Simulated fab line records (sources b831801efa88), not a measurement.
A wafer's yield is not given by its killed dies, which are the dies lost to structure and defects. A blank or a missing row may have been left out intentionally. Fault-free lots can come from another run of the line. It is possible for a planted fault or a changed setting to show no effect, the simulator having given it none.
fab line records / flow gf180mcu
[record] lots = 6 wafers = 18 last_day = 34
route steps=602 shown V4@480
lots that met no fault: from a run of the same line without faults
start_h: hours from the record's first day to the start of the lot's first wafer shown / wait_h: time in hours since the lot's previous step / " same as the row above / L1.1+2: a single row standing in for several wafers / - no value present, or no start provided / * or withheld: withheld / < > ~ a bound
route shown NAME@n: names a module that has steps shown in the file, with the first one's number in the route / usual: average and standard deviation across the fault-free wafers / same: alike in all rows / chamber/n: place in a boat / sites: the reading at each site / _std_site: the values' standard deviation / _edge_site: mean of outer sites minus mean of inner sites / radius_mm: how far each site lies from the wafer's centre / mask NAME#n: copy n / behind: the most recent tool/chamber to have shaped the wafer / hold: reason for holding the lot/hours on hold/outcome of the hold / device: the transistor (n, p or np) that didn't switch / end of line: the route-end tests of the same wafers / a step given without rows: its recipe and nothing more / killed: the dies lost at the first sort to structure and to defects; this is not the yield of the wafer / map: the dies of a wafer, with x for killed, . for not killed, _ for no die there
set.NAME: the setting that was run; set.NAME@STEP: the one run at that earlier step / model.NAME: the simulator's own value behind a step, which no gauge read
a table for each step, a row for each wafer; lots at some steps of the route
services: from which hour (start_h, from the record's first day; less than 0 if before it) a tool's chamber was out of use, for how many hours, and why
[[steps]]
[step GF_V4_CMP_04]
[recipe] material = SiO2 down_force_psi = 4 platen_rpm = 60 pad_velocity_m_s = 0.94248
[usual] motor_current_A = 11.8/1.2 time_to_endpoint_s = 80/4.5
lot.wafer=L983.1 tool=cmp-01 chamber=1 start_h=537.51 wait_h=0.4 motor_current_A=11.5 time_to_endpoint_s=86
lot.wafer=L983.2 tool=cmp-01 chamber=3 start_h=537.51 wait_h=0.4 motor_current_A=11.3 time_to_endpoint_s=84
lot.wafer=L983.3 tool=cmp-01 chamber=0 start_h=537.51 wait_h=0.4 motor_current_A=10.9 time_to_endpoint_s=84
lot.wafer=L994.3 tool=cmp-02 chamber=3 start_h=635.58 wait_h=0.1 motor_current_A=13.9 time_to_endpoint_s=76
lot.wafer=L994.2 tool=cmp-02 chamber=0 start_h=635.58 wait_h=0.1 motor_current_A=11.6 time_to_endpoint_s=73
lot.wafer=L994.4 tool=cmp-02 chamber=1 start_h=635.58 wait_h=0.1 motor_current_A=14.4 time_to_endpoint_s=84
lot.wafer=L995.4 tool=cmp-01 chamber=0 start_h=638.08 wait_h=0.1 motor_current_A=11.4 time_to_endpoint_s=80
lot.wafer=L995.6 tool=cmp-01 chamber=2 start_h=638.08 wait_h=0.1 motor_current_A=10.8 time_to_endpoint_s=82
lot.wafer=L995.5 tool=cmp-01 chamber=3 start_h=638.08 wait_h=0.1 motor_current_A=10.5 time_to_endpoint_s=82
lot.wafer=L102.4 tool=cmp-01 chamber=1 start_h=683.91 wait_h=0.0 motor_current_A=11.6 time_to_endpoint_s=86
lot.wafer=L102.1 tool=cmp-01 chamber=3 start_h=683.91 wait_h=0.0 motor_current_A=11.1 time_to_endpoint_s=76
lot.wafer=L102.5 tool=cmp-01 chamber=1 start_h=683.91 wait_h=0.0 motor_current_A=11.5 time_to_endpoint_s=87
lot.wafer=L104.4 tool=cmp-01 chamber=1 start_h=695.38 wait_h=0.0 motor_current_A=11.1 time_to_endpoint_s=83
lot.wafer=L104.1 tool=cmp-01 chamber=2 start_h=695.38 wait_h=0.0 motor_current_A=10.3 time_to_endpoint_s=75
lot.wafer=L104.3 tool=cmp-01 chamber=3 start_h=695.38 wait_h=0.0 motor_current_A=10.5 time_to_endpoint_s=74
lot.wafer=L105.2 tool=cmp-02 chamber=2 start_h=701.03 wait_h=0.0 motor_current_A=11.3 time_to_endpoint_s=78
lot.wafer=L105.3 tool=cmp-02 chamber=1 start_h=701.03 wait_h=0.0 motor_current_A=13.9 time_to_endpoint_s=80
lot.wafer=L105.5 tool=cmp-02 chamber=2 start_h=701.03 wait_h=0.0 motor_current_A=11.0 time_to_endpoint_s=82
[step GF_V4_BOW_MEAS_05]
[recipe] mode = bow
[usual] V4_BOW = 133/7.4
lot.wafer=L983.1 tool=film_metro-02 chamber=- start_h=537.81 wait_h=0.2 V4_BOW[um]=140
lot.wafer=L983.2 tool=film_metro-02 chamber=- start_h=537.81 wait_h=0.2 V4_BOW[um]=135
lot.wafer=L983.3 tool=film_metro-02 chamber=- start_h=537.81 wait_h=0.2 V4_BOW[um]=145
lot.wafer=L994.2 tool=film_metro-03 chamber=- start_h=635.85 wait_h=0.2 V4_BOW[um]=143
lot.wafer=L994.3 tool=film_metro-03 chamber=- start_h=635.85 wait_h=0.2 V4_BOW[um]=136
lot.wafer=L994.4 tool=film_metro-03 chamber=- start_h=635.85 wait_h=0.2 V4_BOW[um]=139
lot.wafer=L995.4 tool=film_metro-02 chamber=- start_h=638.34 wait_h=0.2 V4_BOW[um]=120
lot.wafer=L995.5 tool=film_metro-02 chamber=- start_h=638.34 wait_h=0.2 V4_BOW[um]=130
lot.wafer=L995.6 tool=film_metro-02 chamber=- start_h=638.34 wait_h=0.2 V4_BOW[um]=133
lot.wafer=L102.1 tool=film_metro-03 chamber=- start_h=684.21 wait_h=0.1 V4_BOW[um]=133
lot.wafer=L102.4 tool=film_metro-03 chamber=- start_h=684.21 wait_h=0.1 V4_BOW[um]=133
lot.wafer=L102.5 tool=film_metro-03 chamber=- start_h=684.21 wait_h=0.1 V4_BOW[um]=133
lot.wafer=L104.1 tool=film_metro-02 chamber=- start_h=695.68 wait_h=0.2 V4_BOW[um]=134
lot.wafer=L104.3 tool=film_metro-02 chamber=- start_h=695.68 wait_h=0.2 V4_BOW[um]=131
lot.wafer=L104.4 tool=film_metro-02 chamber=- start_h=695.68 wait_h=0.2 V4_BOW[um]=119
lot.wafer=L105.2 tool=film_metro-03 chamber=- start_h=701.35 wait_h=0.3 V4_BOW[um]=156
lot.wafer=L105.3 tool=film_metro-03 chamber=- start_h=701.35 wait_h=0.3 V4_BOW[um]=157
lot.wafer=L105.5 tool=film_metro-03 chamber=- start_h=701.35 wait_h=0.3 V4_BOW[um]=130
[step GF_V4_DEHYDRATE_06]
[recipe] temp_c = 200 time_s = 60
[step GF_V4_HMDS_07]
[recipe] prime_time_s = 60 prime_temp_c = 120
[step GF_V4_COAT_08]
[recipe] resist = BARC temp_c = withheld time_s = withheld spin_rpm = withheld resist_thk_nm = withheld
[step GF_V4_COAT_09]
[recipe] resist = KrF spin_rpm = withheld resist_thk_nm = 1000
[step GF_V4_SOFTBAKE_10]
[recipe] temp_c = 130 time_s = 60 resist = KrF
[step GF_V4_EXPOSE_11]
[recipe] mask_id = Via4 target_cd_nm = 260 na = 0.68 source_shape = conventional sigma_outer = 0.6 dose_mj = 38
[step GF_V4_PEB_12]
[recipe] peb_temp_c = 135 peb_time_s = 90 resist = KrF
[step GF_V4_DEVELOP_13]
[recipe] develop_time_s = 60 resist = KrF dev_temp_c = 21
[step GF_V4_CD_MEAS_14]
[recipe] target_cd_nm = 260
[usual] cd_nm = 260.2/1.2
lot.wafer=L983.1 tool=cd_sem-01 chamber=- start_h=560.48 wait_h=0.1 cd_nm=257.8
lot.wafer=L983.2 tool=cd_sem-01 chamber=- start_h=560.48 wait_h=0.1 cd_nm=259.3
lot.wafer=L983.3 tool=cd_sem-01 chamber=- start_h=560.48 wait_h=0.1 cd_nm=258.2
lot.wafer=L994.2 tool=cd_sem-01 chamber=- start_h=655.50 wait_h=0.1 cd_nm=259.3
lot.wafer=L994.3 tool=cd_sem-01 chamber=- start_h=655.50 wait_h=0.1 cd_nm=258.6
lot.wafer=L994.4 tool=cd_sem-01 chamber=- start_h=655.50 wait_h=0.1 cd_nm=258.9
lot.wafer=L995.4 tool=cd_sem-01 chamber=- start_h=657.81 wait_h=0.2 cd_nm=261.5
lot.wafer=L995.5 tool=cd_sem-01 chamber=- start_h=657.81 wait_h=0.2 cd_nm=261.1
lot.wafer=L995.6 tool=cd_sem-01 chamber=- start_h=657.81 wait_h=0.2 cd_nm=260.2
lot.wafer=L102.1 tool=cd_sem-01 chamber=- start_h=702.18 wait_h=0.1 cd_nm=260.6
lot.wafer=L102.4 tool=cd_sem-01 chamber=- start_h=702.18 wait_h=0.1 cd_nm=260.5
lot.wafer=L102.5 tool=cd_sem-01 chamber=- start_h=702.18 wait_h=0.1 cd_nm=259.3
lot.wafer=L104.1 tool=cd_sem-01 chamber=- start_h=714.06 wait_h=0.1 cd_nm=260.1
lot.wafer=L104.3 tool=cd_sem-01 chamber=- start_h=714.06 wait_h=0.1 cd_nm=260.2
lot.wafer=L104.4 tool=cd_sem-01 chamber=- start_h=714.06 wait_h=0.1 cd_nm=260.5
lot.wafer=L105.2 tool=cd_sem-02 chamber=- start_h=719.66 wait_h=0.1 cd_nm=262.2
lot.wafer=L105.3 tool=cd_sem-02 chamber=- start_h=719.66 wait_h=0.1 cd_nm=262.3
lot.wafer=L105.5 tool=cd_sem-02 chamber=- start_h=719.66 wait_h=0.1 cd_nm=261.3
[step GF_V4_OVL_MEAS_15]
[usual] V4_OVL = 0/4.8
lot.wafer=L983.1 tool=overlay-02 chamber=- start_h=560.60 wait_h=0.1 V4_OVL[nm]=-2
lot.wafer=L983.2 tool=overlay-02 chamber=- start_h=560.60 wait_h=0.1 V4_OVL[nm]=4
lot.wafer=L983.3 tool=overlay-02 chamber=- start_h=560.60 wait_h=0.1 V4_OVL[nm]=5
lot.wafer=L994.2 tool=overlay-02 chamber=- start_h=655.61 wait_h=0.1 V4_OVL[nm]=-1
lot.wafer=L994.3 tool=overlay-02 chamber=- start_h=655.61 wait_h=0.1 V4_OVL[nm]=1
lot.wafer=L994.4 tool=overlay-02 chamber=- start_h=655.61 wait_h=0.1 V4_OVL[nm]=6
lot.wafer=L995.4 tool=overlay-01 chamber=- start_h=657.89 wait_h=0.1 V4_OVL[nm]=1
lot.wafer=L995.5 tool=overlay-01 chamber=- start_h=657.89 wait_h=0.1 V4_OVL[nm]=-6
lot.wafer=L995.6 tool=overlay-01 chamber=- start_h=657.89 wait_h=0.1 V4_OVL[nm]=0
lot.wafer=L102.1 tool=overlay-01 chamber=- start_h=702.30 wait_h=0.1 V4_OVL[nm]=2
lot.wafer=L102.4 tool=overlay-01 chamber=- start_h=702.30 wait_h=0.1 V4_OVL[nm]=-9
lot.wafer=L102.5 tool=overlay-01 chamber=- start_h=702.30 wait_h=0.1 V4_OVL[nm]=-5
lot.wafer=L104.1 tool=overlay-02 chamber=- start_h=714.18 wait_h=0.1 V4_OVL[nm]=6
lot.wafer=L104.3 tool=overlay-02 chamber=- start_h=714.18 wait_h=0.1 V4_OVL[nm]=5
lot.wafer=L104.4 tool=overlay-02 chamber=- start_h=714.18 wait_h=0.1 V4_OVL[nm]=4
lot.wafer=L105.2 tool=overlay-01 chamber=- start_h=719.77 wait_h=0.1 V4_OVL[nm]=-3
lot.wafer=L105.3 tool=overlay-01 chamber=- start_h=719.77 wait_h=0.1 V4_OVL[nm]=5
lot.wafer=L105.5 tool=overlay-01 chamber=- start_h=719.77 wait_h=0.1 V4_OVL[nm]=2
[step GF_V4_ETCH_16]
[recipe] chemistry = N2/H2 target_depth_a = withheld overetch_a = withheld time_s = withheld target = BARC ion_energy_ev = 200 source_w = 500 bias_w = 100 pressure_mtorr = 30 n2_flow_sccm = 100 h2_flow_sccm = 200
[usual] bias_w = 100.04/0.29 chamber_pressure_mTorr = 30.00/0.034 drypump_motor_current_A = 5.7/0.5 oes_product_au = 0.854/0.0049 throttle_valve_pct = 13.225/0.0079
lot.wafer=L983.1 tool=rie_diel-01 chamber=0 start_h=560.64 wait_h=0.0 bias_w=99.92 chamber_pressure_mTorr=30.00 drypump_motor_current_A=6.4 oes_product_au=0.852 throttle_valve_pct=13.227
lot.wafer=L983.2 tool=rie_diel-01 chamber=2 start_h=560.64 wait_h=0.0 bias_w=100.74 chamber_pressure_mTorr=29.98 drypump_motor_current_A=5.7 oes_product_au=0.852 throttle_valve_pct=13.227
lot.wafer=L983.3 tool=rie_diel-01 chamber=1 start_h=560.64 wait_h=0.0 bias_w=99.84 chamber_pressure_mTorr=29.97 drypump_motor_current_A=5.6 oes_product_au=0.852 throttle_valve_pct=13.215
lot.wafer=L994.2 tool=rie_diel-04 chamber=0 start_h=655.64 wait_h=0.0 bias_w=- chamber_pressure_mTorr=- drypump_motor_current_A=- oes_product_au=- throttle_valve_pct=-
lot.wafer=L994.3 tool=rie_diel-04 chamber=1 start_h=655.64 wait_h=0.0 bias_w=- chamber_pressure_mTorr=- drypump_motor_current_A=- oes_product_au=- throttle_valve_pct=-
lot.wafer=L994.4 tool=rie_diel-04 chamber=2 start_h=655.64 wait_h=0.0 bias_w=- chamber_pressure_mTorr=- drypump_motor_current_A=- oes_product_au=- throttle_valve_pct=-
lot.wafer=L995.4 tool=rie_diel-01 chamber=1 start_h=657.91 wait_h=0.0 bias_w=- chamber_pressure_mTorr=- drypump_motor_current_A=- oes_product_au=- throttle_valve_pct=-
lot.wafer=L995.5 tool=rie_diel-01 chamber=1 start_h=657.91 wait_h=0.0 bias_w=- chamber_pressure_mTorr=- drypump_motor_current_A=- oes_product_au=- throttle_valve_pct=-
lot.wafer=L995.6 tool=rie_diel-01 chamber=0 start_h=657.91 wait_h=0.0 bias_w=- chamber_pressure_mTorr=- drypump_motor_current_A=- oes_product_au=- throttle_valve_pct=-
lot.wafer=L102.1 tool=rie_diel-01 chamber=0 start_h=702.34 wait_h=0.0 bias_w=99.88 chamber_pressure_mTorr=30.00 drypump_motor_current_A=6.5 oes_product_au=0.853 throttle_valve_pct=13.231
lot.wafer=L102.4 tool=rie_diel-01 chamber=2 start_h=702.34 wait_h=0.0 bias_w=100.20 chamber_pressure_mTorr=30.02 drypump_motor_current_A=5.7 oes_product_au=0.859 throttle_valve_pct=13.207
lot.wafer=L102.5 tool=rie_diel-01 chamber=1 start_h=702.34 wait_h=0.0 bias_w=99.79 chamber_pressure_mTorr=30.03 drypump_motor_current_A=5.6 oes_product_au=0.856 throttle_valve_pct=13.222
lot.wafer=L104.1 tool=rie_diel-03 chamber=1 start_h=714.22 wait_h=0.0 bias_w=100.51 chamber_pressure_mTorr=30.01 drypump_motor_current_A=5.0 oes_product_au=0.856 throttle_valve_pct=13.228
lot.wafer=L104.3 tool=rie_diel-03 chamber=0 start_h=714.22 wait_h=0.0 bias_w=100.36 chamber_pressure_mTorr=30.00 drypump_motor_current_A=6.4 oes_product_au=0.851 throttle_valve_pct=13.217
lot.wafer=L104.4 tool=rie_diel-03 chamber=3 start_h=714.22 wait_h=0.0 bias_w=100.39 chamber_pressure_mTorr=30.02 drypump_motor_current_A=5.6 oes_product_au=0.852 throttle_valve_pct=13.223
lot.wafer=L105.2 tool=rie_diel-03 chamber=3 start_h=719.80 wait_h=0.0 bias_w=99.77 chamber_pressure_mTorr=29.99 drypump_motor_current_A=5.6 oes_product_au=0.854 throttle_valve_pct=13.229
lot.wafer=L105.3 tool=rie_diel-03 chamber=1 start_h=719.80 wait_h=0.0 bias_w=100.48 chamber_pressure_mTorr=29.99 drypump_motor_current_A=5.0 oes_product_au=0.865 throttle_valve_pct=13.223
lot.wafer=L105.5 tool=rie_diel-03 chamber=3 start_h=719.80 wait_h=0.0 bias_w=99.92 chamber_pressure_mTorr=30.00 drypump_motor_current_A=5.6 oes_product_au=0.855 throttle_valve_pct=13.227
[step GF_V4_ETCH_17]
[recipe] chemistry = C4F8/O2/Ar mask_material = KrF target = SiO2 stop_on = TiN source_w = 1500 bias_w = 1200 pressure_mtorr = 40 c4f8_flow_sccm = withheld O2_flow_sccm = 6 Ar_flow_sccm = 300 time_s = withheld target_depth_a = 6300
[usual] bias_w = 1200/3.6 chamber_pressure_mTorr = 40.00/0.042 oes_product_au = 0.856/0.0051
lot.wafer=L983.1 tool=rie_diel-01 chamber=0 start_h=- wait_h=- bias_w=1207 chamber_pressure_mTorr=39.99 oes_product_au=0.859
lot.wafer=L983.2 tool=rie_diel-01 chamber=2 start_h=- wait_h=- bias_w=1201 chamber_pressure_mTorr=40.00 oes_product_au=0.856
lot.wafer=L983.3 tool=rie_diel-01 chamber=1 start_h=- wait_h=- bias_w=1208 chamber_pressure_mTorr=39.98 oes_product_au=0.852
lot.wafer=L994.2 tool=rie_diel-04 chamber=0 start_h=- wait_h=- bias_w=1199 chamber_pressure_mTorr=40.01 oes_product_au=0.378
lot.wafer=L994.3 tool=rie_diel-04 chamber=1 start_h=- wait_h=- bias_w=1198 chamber_pressure_mTorr=39.99 oes_product_au=0.371
lot.wafer=L994.4 tool=rie_diel-04 chamber=2 start_h=- wait_h=- bias_w=1203 chamber_pressure_mTorr=39.93 oes_product_au=0.368
lot.wafer=L995.4 tool=rie_diel-01 chamber=1 start_h=- wait_h=- bias_w=1202 chamber_pressure_mTorr=39.96 oes_product_au=0.372
lot.wafer=L995.5 tool=rie_diel-01 chamber=1 start_h=- wait_h=- bias_w=1202 chamber_pressure_mTorr=39.95 oes_product_au=0.366
lot.wafer=L995.6 tool=rie_diel-01 chamber=0 start_h=- wait_h=- bias_w=1200 chamber_pressure_mTorr=40.08 oes_product_au=0.375
lot.wafer=L102.1 tool=rie_diel-01 chamber=0 start_h=- wait_h=- bias_w=1197 chamber_pressure_mTorr=40.01 oes_product_au=0.855
lot.wafer=L102.4 tool=rie_diel-01 chamber=2 start_h=- wait_h=- bias_w=1197 chamber_pressure_mTorr=40.01 oes_product_au=0.857
lot.wafer=L102.5 tool=rie_diel-01 chamber=1 start_h=- wait_h=- bias_w=1201 chamber_pressure_mTorr=40.00 oes_product_au=0.858
lot.wafer=L104.1 tool=rie_diel-03 chamber=1 start_h=- wait_h=- bias_w=1201 chamber_pressure_mTorr=39.94 oes_product_au=0.857
lot.wafer=L104.3 tool=rie_diel-03 chamber=0 start_h=- wait_h=- bias_w=1192 chamber_pressure_mTorr=40.00 oes_product_au=0.864
lot.wafer=L104.4 tool=rie_diel-03 chamber=3 start_h=- wait_h=- bias_w=1197 chamber_pressure_mTorr=40.02 oes_product_au=0.857
lot.wafer=L105.2 tool=rie_diel-03 chamber=3 start_h=- wait_h=- bias_w=1196 chamber_pressure_mTorr=39.94 oes_product_au=0.849
lot.wafer=L105.3 tool=rie_diel-03 chamber=1 start_h=- wait_h=- bias_w=1203 chamber_pressure_mTorr=39.98 oes_product_au=0.850
lot.wafer=L105.5 tool=rie_diel-03 chamber=3 start_h=- wait_h=- bias_w=1197 chamber_pressure_mTorr=40.02 oes_product_au=0.851
[step GF_V4_STRIP_18]
[recipe] chemistry = O2/N2 power_w = 1400 pressure_mtorr = 1500 platen_temp_c = 250 o2_flow_sccm = 3000 n2_flow_sccm = 300 overash_fraction = 0.5
[usual] drypump_motor_current_A = 5.5/0.33 heater_power_w = 338/35 oes_product_au = 0.593/0.0051
lot.wafer=L983.1 tool=plasma_asher-04 chamber=0 start_h=560.77 wait_h=- drypump_motor_current_A=5.2 heater_power_w=331 oes_product_au=0.590 rf_hours_counter_h=13
lot.wafer=L983.2 tool=plasma_asher-04 chamber=1 start_h=560.77 wait_h=- drypump_motor_current_A=6.1 heater_power_w=283 oes_product_au=0.589 rf_hours_counter_h=13
lot.wafer=L983.3 tool=plasma_asher-04 chamber=0 start_h=560.77 wait_h=- drypump_motor_current_A=5.2 heater_power_w=327 oes_product_au=0.585 rf_hours_counter_h=-
lot.wafer=L994.2 tool=plasma_asher-01 chamber=1 start_h=655.77 wait_h=- drypump_motor_current_A=5.3 heater_power_w=392 oes_product_au=0.609 rf_hours_counter_h=54
lot.wafer=L994.3 tool=plasma_asher-01 chamber=0 start_h=655.77 wait_h=- drypump_motor_current_A=5.7 heater_power_w=361 oes_product_au=0.615 rf_hours_counter_h=-
lot.wafer=L994.4 tool=plasma_asher-01 chamber=1 start_h=655.77 wait_h=- drypump_motor_current_A=5.3 heater_power_w=382 oes_product_au=0.617 rf_hours_counter_h=-
lot.wafer=L995.4 tool=plasma_asher-04 chamber=1 start_h=658.07 wait_h=- drypump_motor_current_A=6.1 heater_power_w=281 oes_product_au=0.613 rf_hours_counter_h=-
lot.wafer=L995.5 tool=plasma_asher-04 chamber=1 start_h=658.07 wait_h=- drypump_motor_current_A=6.0 heater_power_w=280 oes_product_au=0.609 rf_hours_counter_h=-
lot.wafer=L995.6 tool=plasma_asher-04 chamber=0 start_h=658.07 wait_h=- drypump_motor_current_A=5.2 heater_power_w=327 oes_product_au=0.618 rf_hours_counter_h=-
lot.wafer=L102.1 tool=plasma_asher-01 chamber=0 start_h=702.47 wait_h=- drypump_motor_current_A=5.7 heater_power_w=378 oes_product_au=0.589 rf_hours_counter_h=59
lot.wafer=L102.4 tool=plasma_asher-01 chamber=0 start_h=702.47 wait_h=- drypump_motor_current_A=5.7 heater_power_w=380 oes_product_au=0.589 rf_hours_counter_h=-
lot.wafer=L102.5 tool=plasma_asher-01 chamber=1 start_h=702.47 wait_h=- drypump_motor_current_A=5.3 heater_power_w=387 oes_product_au=0.591 rf_hours_counter_h=-
lot.wafer=L104.1 tool=plasma_asher-04 chamber=1 start_h=714.35 wait_h=- drypump_motor_current_A=6.0 heater_power_w=283 oes_product_au=0.608 rf_hours_counter_h=30
lot.wafer=L104.3 tool=plasma_asher-04 chamber=1 start_h=714.35 wait_h=- drypump_motor_current_A=6.1 heater_power_w=287 oes_product_au=0.582 rf_hours_counter_h=-
lot.wafer=L104.4 tool=plasma_asher-04 chamber=0 start_h=714.35 wait_h=- drypump_motor_current_A=5.2 heater_power_w=336 oes_product_au=0.589 rf_hours_counter_h=-
lot.wafer=L105.2 tool=plasma_asher-01 chamber=1 start_h=719.93 wait_h=- drypump_motor_current_A=5.3 heater_power_w=388 oes_product_au=0.594 rf_hours_counter_h=61
lot.wafer=L105.3 tool=plasma_asher-01 chamber=1 start_h=719.93 wait_h=- drypump_motor_current_A=5.3 heater_power_w=382 oes_product_au=0.600 rf_hours_counter_h=-
lot.wafer=L105.5 tool=plasma_asher-01 chamber=0 start_h=719.93 wait_h=- drypump_motor_current_A=5.7 heater_power_w=371 oes_product_au=0.594 rf_hours_counter_h=-
[step GF_V4_STRIP_19]
[recipe] chemistry = post_etch_residue_remover time_s = 1200 temp_c = 72.5
[[services]]
tool=cmp-01 chamber=- start_h=524.18 hours=2.5 kind=repair
tool=rie_diel-04 chamber=0 start_h=525.64 hours=32.4 kind=repair
tool=cmp-02 chamber=- start_h=535.64 hours=8.7 kind=repair
tool=cmp-02 chamber=- start_h=540.34 hours=0.7 kind=repair
tool=plasma_asher-04 chamber=- start_h=541.05 hours=15.6 kind=pm
tool=rie_diel-01 chamber=1 start_h=546.51 hours=11.4 kind=repair
tool=rie_diel-01 chamber=3 start_h=549.31 hours=17.9 kind=repair
tool=cmp-02 chamber=- start_h=556.24 hours=0.8 kind=repair
tool=rie_diel-04 chamber=0 start_h=565.48 hours=34.3 kind=repair
tool=rie_diel-03 chamber=0 start_h=571.35 hours=4.2 kind=repair
tool=cmp-01 chamber=- start_h=572.18 hours=4.0 kind=pm
tool=rie_diel-03 chamber=3 start_h=576.40 hours=2.7 kind=repair
tool=cmp-01 chamber=- start_h=591.56 hours=3.6 kind=repair
tool=rie_diel-04 chamber=3 start_h=592.32 hours=11.7 kind=repair
tool=rie_diel-03 chamber=1 start_h=599.32 hours=7.8 kind=repair
tool=rie_diel-03 chamber=3 start_h=611.80 hours=6.4 kind=repair
tool=rie_diel-03 chamber=2 start_h=612.10 hours=13.2 kind=repair
tool=plasma_asher-01 chamber=- start_h=618.88 hours=1.8 kind=repair
tool=rie_diel-04 chamber=- start_h=637.77 hours=0.2 kind=repair
tool=rie_diel-04 chamber=2 start_h=656.61 hours=6.1 kind=repair
tool=cmp-02 chamber=- start_h=676.34 hours=1.6 kind=repair
tool=rie_diel-03 chamber=- start_h=695.74 hours=15.6 kind=pm
tool=plasma_asher-04 chamber=- start_h=700.66 hours=1.1 kind=repair
tool=rie_diel-01 chamber=- start_h=704.53 hours=14.6 kind=pm
[[key]]
[first_sign] step = GF_V4_ETCH_16 reading = tool_record direction = missing
[effect] step = GF_V4_ETCH_17 reading = oes_product_au direction = down sigmas = 95 usual = 0.856 struck = 0.372
[effect] step = GF_V4_STRIP_18 reading = oes_product_au direction = up sigmas = 4.1 usual = 0.593 struck = 0.614
met_at GF_V4_ETCH_16
struck_wafers L994.2,L994.3,L994.4,L995.4,L995.5,L995.6
later_rows_left_out L994.2,L994.3,L994.4,L995.4,L995.5,L995.6
sort_left_out L994.2,L994.3,L994.4,L995.4,L995.5,L995.6
onset_between 560.64 655.64
[fault] kind = skipped_step_whole tool = rie_diel-01,rie_diel-04 chamber = - onset_h = 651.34 steps = GF_V4_ETCH_16 scope = struck_lots_only
// sort_left_out: the simulated sort isn't trusted on such a fault, so these wafers' sort isn't shown, and their yield isn't known
// later_rows_left_out: the simulator's readings of these wafers behind a module that went badly wrong aren't trusted and aren't shown, but for the sort
